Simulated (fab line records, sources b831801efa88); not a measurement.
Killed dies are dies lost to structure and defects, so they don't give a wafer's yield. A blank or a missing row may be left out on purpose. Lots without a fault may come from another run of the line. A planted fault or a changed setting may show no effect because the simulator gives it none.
One fault seen from 2 desks | flow gf180mcu | each desk has only its own numbers; what lay behind them comes last

THE TOOL OWNER'S DESK: implanter-02
The tool's own readings at GF_LVPWELL_IMPLANT_09: means of the sampled wafers that have a number, for each lot that ran on this tool. A lot is out of limits, marked OUT, if its mean lies more than 4 standard deviations from the usual mean; the brackets give that distance.
Columns: A = tilt_deg at GF_LVPWELL_IMPLANT_09, usual -0.004 degrees
lot  | first seen here | A
L542 | day 4 03:05     | 0.010
L543 | day 4 07:30     | -0.001
L545 | day 4 18:55     | 5.972 (+99 or more) OUT
L546 | day 5 00:34     | 5.974 (+99 or more) OUT
L547 | day 5 06:05     | 5.975 (+99 or more) OUT
This desk's finding: out of limits on L545, L546, L547; first on L545, day 4 18:55 (tilt_deg at GF_LVPWELL_IMPLANT_09). In limits: L542, L543.

THE METROLOGY DESK
What the gauges read, lot by lot, whatever tool the lot ran on: means of the sampled wafers that have a number. A lot is out of limits, marked OUT, if its mean lies more than 4 standard deviations from the usual mean; the brackets give that distance.
Columns: A = LVPWELL_OVL at GF_LVPWELL_OVL_MEAS_07, usual -0.1 nm; B = LVPWELL_TW at GF_LVPWELL_TW_MEAS_11, usual 553; C = VT_IMPLANT_02_OVL at GF_VT_IMPLANT_OVL_MEAS_29, usual 0.1 nm; D = LVPWELL_RS at GF_VT_IMPLANT_RS_MEAS_48, usual 1196 ohm/sq
lot  | first seen here | A    | B   | C    | D
L541 | day 3 20:33     | 0.8  | 546 | 1.6  | 1199
L542 | day 4 02:53     | -1.9 | 560 | -1.9 | 1194
L543 | day 4 07:16     | -0.8 | 560 | 1.4  | 1194
L545 | day 4 18:43     | 0.3  | 562 | 1.1  | 1168 (-8.9) OUT
L546 | day 5 00:22     | -0.5 | 566 | 1.1  | 1169 (-8.6) OUT
L547 | day 5 05:53     | 1.7  | 568 | 0.1  | 1166 (-9.7) OUT
L553 | day 6 16:22     | 0.6  | 550 | 0.3  | 1193
L559 | day 8 01:43     | 0.4  | 556 | -1.6 | 1195
L560 | day 8 08:55     | -0.6 | 559 | 2.2  | 1194
L561 | day 8 13:28     | -1.5 | 560 | 2.0  | 1193
L563 | day 9 01:56     | 0.5  | 552 | 0.6  | 1195
L564 | day 9 06:24     | 0.0  | 553 | -0.8 | 1193
This desk's finding: out of limits on L545, L546, L547; first on L545, day 8 14:32 (LVPWELL_RS at GF_VT_IMPLANT_RS_MEAS_48). In limits: L541, L542, L543, L553, L559, L560, L561, L563, L564.

PUT TOGETHER
The tool owner's desk could have raised an alarm at day 4 18:55, on L545, L546, L547.
The metrology desk could have raised an alarm at day 8 14:32, on L545, L546, L547.
Of the lots named, all ran GF_LVPWELL_IMPLANT_09 on implanter-02.

WHAT THE SIMULATOR HAD PUT IN
Process parameter drift: implanter-02, from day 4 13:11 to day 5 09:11, at GF_LVPWELL_IMPLANT_09. Setting tilt_deg, moved by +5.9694, from 0. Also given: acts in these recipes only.
Lots struck among those shown: L545, L546, L547.
Hours from the fault's start to each desk's first reading out of limits: the tool owner's desk, 6; the metrology desk, 97.
